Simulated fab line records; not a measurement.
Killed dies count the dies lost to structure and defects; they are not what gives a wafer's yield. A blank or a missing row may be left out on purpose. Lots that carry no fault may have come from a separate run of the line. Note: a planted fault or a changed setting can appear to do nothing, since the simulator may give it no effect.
fab line records	flow gf180mcu
[record] lots = 12	wafers = 34	lastDay = 34
route steps=602 shown CONTACT@289 M4@465 TOP_METAL@570
lots with no fault: from the same line, run without faults
startH: the number of hours between the record's first day and the start of the first shown wafer of the lot	waitH: hours since the lot's step before	" identical to the entry in the row above	L1.1+2: one row covering several wafers at once	- no value present, or no start provided	* or withheld: withheld	< > ~ a bound
route shown NAME@n: names a module that has steps shown in the file, with the first one's number in the route	usual: mean/standard deviation of fault-free wafers	same: alike in all rows	chamber/n: place in a boat	sites: the reading at each site	_std_site: how widely they spread, as a standard deviation	_edge_site: mean of outer sites minus mean of inner sites	radiusMm: for every site, how far away it sits from the centre of the wafer	mask NAME#n: copy n	behind: the tool/chamber that last shaped the wafer	hold: cause of the lot's hold/its duration in hours/its outcome	device: names the non-switching transistor (n, p or np)	end of line: the route-end tests of the same wafers	a step with no rows: only its recipe	killed: the dies lost at the first sort to structure and to defects; this is not the yield of the wafer	map: a wafer's dies, x killed, . not, _ none there
set.NAME: the setting as run; set.NAME@STEP: as run at that earlier step	model.NAME: the simulator's own value behind a step, which no gauge read
steps of the route over a sample of lots; a table a step, a row a wafer
services: when a tool's chamber went out of use (startH, in hours from the record's first day, below 0 if earlier), for how many hours, and the reason
[[steps]]
[step GF_CONTACT_CVD_02]
[recipe] material = SiO2	targetThkNm = 860	precursor = TEOS	tempC = 400	timeS = 95.992	rfW = 600
[usual] heaterPowerW = 605/85
[same] timeS = 95.992
lot.wafer	tool	chamber	startH	waitH	heaterPowerW
L214.2	pecvd-02	2	340.63	0.0	584
L214.4	"	0	"	"	588
L214.5	"	1	"	"	538
L215.1	pecvd-03	2	348.28	0.1	638
L215.3	"	1	"	"	744
L215.6	"	0	"	"	510
L217.1	pecvd-04	2	363.38	0.1	686
L217.3	"	1	"	"	790
L217.5	"	1	"	"	634
L225.1	pecvd-04	0	443.06	0.1	602
L225.2	"	2	"	"	671
L225.3	"	1	"	"	732
L226.1	pecvd-03	0	449.26	0.1	571
L226.2	"	1	"	"	766
L227.1	pecvd-02	2	453.18	0.1	556
L227.5	"	0	"	"	510
L229.2	pecvd-03	2	472.18	0.0	621
L229.5	"	0	"	"	587
L229.6	"	2	"	"	489
L230.1	pecvd-02	0	475.84	0.1	622
L230.2	"	1	"	"	519
L230.5	"	0	"	"	508
L231.1	pecvd-03	0	491.54	0.1	495
L231.2	"	2	"	"	598
L231.5	"	0	"	"	528
L233.1	pecvd-04	0	504.05	0.1	494
L233.2	"	1	"	"	653
L233.5	"	1	"	"	711
L236.3	pecvd-04	0	524.51	0.1	574
L236.5	"	0	"	"	580
L236.6	"	1	"	"	628
L237.2	pecvd-03	1	534.95	0.0	718
L237.4	"	1	"	"	758
L237.5	"	1	"	"	596
[step GF_CONTACT_ETCH_17]
[recipe] chemistry = C4F8/O2/Ar	maskMaterial = KrF	target = SiO2	stopOn = CoSi2	sourceW = 1500	biasW = 1200	pressureMtorr = 40	c4f8FlowSccm = withheld	O2_flow_sccm = 6	Ar_flow_sccm = 300	timeS = withheld	targetDepthA = 8600
[usual] chamberPressureMTorr = 40.00/0.04	oesProductAu = 0.814/0.0048
lot.wafer	tool	chamber	startH	waitH	chamberPressureMTorr	oesProductAu
L214.2	rieDiel-03	3	-	-	40.05	0.808
L214.4	"	2	"	"	39.98	0.817
L214.5	"	2	"	"	39.98	0.803
L215.1	rieDiel-01	1	-	-	39.94	0.807
L215.3	"	2	"	"	40.01	0.808
L215.6	"	3	"	"	39.97	0.815
L217.1	rieDiel-02	2	-	-	39.94	0.805
L217.3	"	0	"	"	40.07	0.802
L217.5	"	0	"	"	40.00	0.814
L225.1	rieDiel-03	3	-	-	39.99	0.813
L225.2	"	0	"	"	40.07	0.807
L225.3	"	1	"	"	40.02	0.816
L226.1	rieDiel-02	1	-	-	39.98	0.812
L226.2	"	0	"	"	40.03	0.820
L227.1	rieDiel-02	1	-	-	40.04	0.815
L227.5	"	0	"	"	40.05	0.806
L229.2	rieDiel-03	0	-	-	40.02	0.815
L229.5	"	1	"	"	40.01	0.816
L229.6	"	0	"	"	39.97	0.814
L230.1	rieDiel-03	3	-	-	39.96	0.823
L230.2	"	0	"	"	40.01	0.814
L230.5	"	2	"	"	40.01	0.818
L231.1	rieDiel-02	3	-	-	40.02	0.808
L231.2	"	1	"	"	39.97	0.821
L231.5	"	2	"	"	39.93	0.812
L233.1	rieDiel-02	1	-	-	39.98	0.818
L233.2	"	0	"	"	40.02	0.814
L233.5	"	2	"	"	40.03	0.809
L236.3	rieDiel-01	0	-	-	40.03	0.811
L236.5	"	0	"	"	40.00	0.809
L236.6	"	3	"	"	40.02	0.812
L237.2	rieDiel-01	3	-	-	40.02	0.810
L237.4	"	3	"	"	39.99	0.804
L237.5	"	0	"	"	40.10	0.815
[step GF_M4_COAT_09]
[recipe] resist = KrF	spinRpm = withheld	resistThkNm = 1000
[usual] exhaustPa = 45.2/0.9
lot.wafer	tool	chamber	startH	waitH	exhaustPa
L214.2	lithoTrack-04	0	526.91	0.1	45.9
L214.4	"	0	"	"	45.0
L214.5	"	0	"	"	45.4
L215.1	lithoTrack-04	0	535.14	0.1	43.9
L215.3	"	0	"	"	43.6
L215.6	"	0	"	"	43.6
L217.1	lithoTrack-01	0	548.35	0.1	45.1
L217.3	"	0	"	"	47.4
L217.5	"	0	"	"	44.7
L225.1	lithoTrack-04	0	625.14	0.1	45.4
L225.2	"	0	"	"	43.9
L225.3	"	0	"	"	45.6
L226.1	lithoTrack-04	0	629.09	0.1	45.1
L226.2	"	0	"	"	44.2
L227.1	lithoTrack-04	0	630.04	0.1	47.1
L227.5	"	0	"	"	45.6
L229.2	lithoTrack-01	0	647.87	0.1	45.5
L229.5	"	0	"	"	45.3
L229.6	"	0	"	"	45.7
L230.1	lithoTrack-03	0	657.85	0.1	46.6
L230.2	"	0	"	"	46.7
L230.5	"	0	"	"	45.1
L231.1	lithoTrack-03	0	663.00	0.1	44.9
L231.2	"	0	"	"	45.2
L231.5	"	0	"	"	44.9
L233.1	lithoTrack-03	0	674.05	0.1	45.9
L233.2	"	0	"	"	45.0
L233.5	"	0	"	"	45.4
L236.3	lithoTrack-03	0	691.95	0.1	46.6
L236.5	"	0	"	"	46.4
L236.6	"	0	"	"	46.0
L237.2	lithoTrack-04	0	700.06	0.1	44.3
L237.4	"	0	"	"	45.5
L237.5	"	0	"	"	44.5
[step GF_M4_STRIP_17]
[recipe] chemistry = O2/N2	powerW = 1400	pressureMtorr = 1500	platenTempC = 250	o2FlowSccm = 3000	n2FlowSccm = 300	overashFraction = 0.5
[usual] chamberPressureMTorr = 1500.1/1.3	drypumpMotorCurrentA = 5.78/0.16	heaterPowerW = 324/21	oesProductAu = 0.539/0.0049	stripTimeToEndpointS = 7.43/0.056
lot.wafer	tool	chamber	startH	waitH	chamberPressureMTorr	drypumpMotorCurrentA	heaterPowerW	oesProductAu	rfHoursCounterH	stripTimeToEndpointS
L214.2	plasmaAsher-02	0	538.82	0.1	1501.6	5.62	343	0.545	73	7.45
L214.4	"	1	"	"	1499.3	5.60	341	0.543	-	7.45
L214.5	"	0	"	"	1499.5	5.62	335	0.542	-	7.39
L215.1	plasmaAsher-03	0	546.94	0.1	1500.6	6.03	316	0.540	11	7.47
L215.3	"	1	"	"	1499.6	5.81	313	0.538	-	7.41
L215.6	"	0	"	"	1501.8	6.01	311	0.533	-	7.41
L217.1	plasmaAsher-01	0	560.15	0.2	1499.3	5.97	279	0.541	94	7.46
L217.3	"	1	"	"	1500.9	5.87	350	0.543	-	7.44
L217.5	"	0	"	"	1499.5	6.01	267	0.541	-	7.47
L225.1	plasmaAsher-03	1	636.07	0.1	1498.7	5.79	315	0.545	21	7.61
L225.2	"	0	"	"	1498.6	6.01	323	0.547	21	7.61
L225.3	"	1	"	"	1499.6	5.80	311	0.539	-	7.36
L226.1	plasmaAsher-03	1	639.08	0.1	1498.9	5.79	312	0.550	21	7.71
L226.2	"	0	"	"	1502.3	6.02	316	0.554	21	7.67
L227.1	plasmaAsher-01	0	640.33	0.1	1498.1	5.98	276	0.554	103	7.64
L227.5	"	1	"	"	1499.5	5.84	342	0.530	-	7.50
L229.2	plasmaAsher-02	1	657.84	0.1	1499.4	5.60	338	0.535	85	7.31
L229.5	"	1	"	"	1500.7	5.64	341	0.524	-	7.32
L229.6	"	0	"	"	1500.1	5.63	347	0.537	-	7.32
L230.1	plasmaAsher-02	1	667.20	0.2	1499.8	5.62	341	0.543	86	7.48
L230.2	"	0	"	"	1499.5	5.66	334	0.544	86	7.52
L230.5	"	0	"	"	1502.5	5.66	332	0.541	-	7.50
L231.1	plasmaAsher-02	1	673.23	0.1	1501.7	5.62	350	0.545	87	7.42
L231.2	"	0	"	"	1498.0	5.63	339	0.544	87	7.36
L231.5	"	1	"	"	1499.1	5.58	341	0.538	-	7.41
L233.1	plasmaAsher-02	0	683.82	0.2	1502.9	5.66	347	0.538	88	7.41
L233.2	"	1	"	"	1501.7	5.58	335	0.536	88	7.47
L233.5	"	1	"	"	1498.4	5.63	332	0.550	-	7.44
L236.3	plasmaAsher-02	0	701.62	0.1	1499.9	5.63	338	0.550	-	7.48
L236.5	"	1	"	"	1499.6	5.60	350	0.537	-	7.41
L236.6	"	0	"	"	1499.9	5.65	332	0.540	-	7.46
L237.2	plasmaAsher-01	1	709.52	0.1	1500.6	5.84	342	0.538	110	7.50
L237.4	"	0	"	"	1500.0	5.93	267	0.542	-	7.47
L237.5	"	1	"	"	1499.8	5.86	341	0.539	-	7.48
[step GF_TOP_METAL_SPUTTER_03]
[recipe] material = Ti	targetThkNm = 5	substrateTempC = 300	chamberPressurePa = 0.3	powerW = 3000	timeS = 3.3
[usual] throttleValvePct = 30.2/0.96
[same] timeS = 3.3
lot.wafer	tool	chamber	startH	waitH	throttleValvePct
L214.2	pvdSputter-03	-	631.06	0.0	29.7
L214.4	"	-	"	"	30.7
L214.5	"	-	"	"	30.3
L215.1	pvdSputter-01	-	638.11	0.0	27.6
L215.3	"	-	"	"	29.5
L215.6	"	-	"	"	30.9
L217.1	pvdSputter-04	-	649.85	0.0	30.5
L217.3	"	-	"	"	30.0
L217.5	"	-	"	"	30.6
L225.1	pvdSputter-04	-	719.06	0.0	29.7
L225.2	"	-	"	"	30.4
L225.3	"	-	"	"	31.8
L226.1	pvdSputter-04	-	721.76	0.0	31.8
L226.2	"	-	"	"	30.4
L227.1	pvdSputter-01	-	722.06	0.0	29.8
L227.5	"	-	"	"	29.7
L229.2	pvdSputter-04	-	738.37	0.0	30.1
L229.5	"	-	"	"	30.3
L229.6	"	-	"	"	31.8
L230.1	pvdSputter-01	-	747.05	0.0	27.6
L230.2	"	-	"	"	30.0
L230.5	"	-	"	"	30.0
L231.1	pvdSputter-03	-	751.30	0.0	30.0
L231.2	"	-	"	"	29.9
L231.5	"	-	"	"	30.7
L233.1	pvdSputter-01	-	760.54	0.0	27.7
L233.2	"	-	"	"	30.2
L233.5	"	-	"	"	30.5
L236.3	pvdSputter-01	-	776.39	0.0	27.4
L236.5	"	-	"	"	29.5
L236.6	"	-	"	"	28.0
L237.2	pvdSputter-03	-	781.41	0.0	29.9
L237.4	"	-	"	"	29.8
L237.5	"	-	"	"	30.0
[[services]]
tool	chamber	startH	hours	kind
rieDiel-02	1	318.03	9.1	repair
pecvd-03	-	354.32	9.8	repair
pecvd-03	-	368.88	14.0	pm
pvdSputter-01	-	390.17	3.4	repair
pecvd-03	2	431.83	14.3	repair
pvdSputter-01	-	432.73	6.8	repair
plasmaAsher-02	-	452.31	4.1	repair
rieDiel-02	2	460.47	50.8	repair
plasmaAsher-02	-	503.95	2.0	repair
pecvd-03	0	512.72	28.4	repair
pecvd-03	1	517.25	6.8	repair
pvdSputter-01	-	529.28	2.3	repair
rieDiel-02	0	549.69	8.5	repair
pecvd-03	-	572.40	0.8	pm
pecvd-03	-	623.15	1.8	repair
pecvd-03	-	666.14	1.4	repair
pecvd-03	-	672.82	0.4	repair
rieDiel-02	0	686.45	10.0	repair
pecvd-03	-	689.26	1.4	repair
pvdSputter-01	-	695.21	1.7	repair
pecvd-03	0	701.13	5.3	repair
pvdSputter-01	-	719.26	2.5	repair
pecvd-03	1	723.29	4.7	repair
pvdSputter-01	-	779.62	2.5	repair
[[key]]
[firstSign] step = GF_M4_STRIP_17	reading = stripTimeToEndpointS	direction = up	sigmas = 4	usual = *	struck = *
effect none on later readings
metAt GF_M4_COAT_09
struckLots L225,L226,L227
struckWafers L225.1,L225.2,L226.1,L226.2,L227.1
notActingAt GF_CONTACT_CVD_02,GF_CONTACT_ETCH_17,GF_TOP_METAL_SPUTTER_03
onsetBetween 535.14 625.14
[fault] kind = processParameterDrift	tool = lithoTrack-04	chamber = -	onsetH = 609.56	steps = GF_M4_COAT_09	channel = resistThkNm	offset = *	shape = step	endH = 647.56	scope = struckWafersOnly	actsIn = *	stated = *
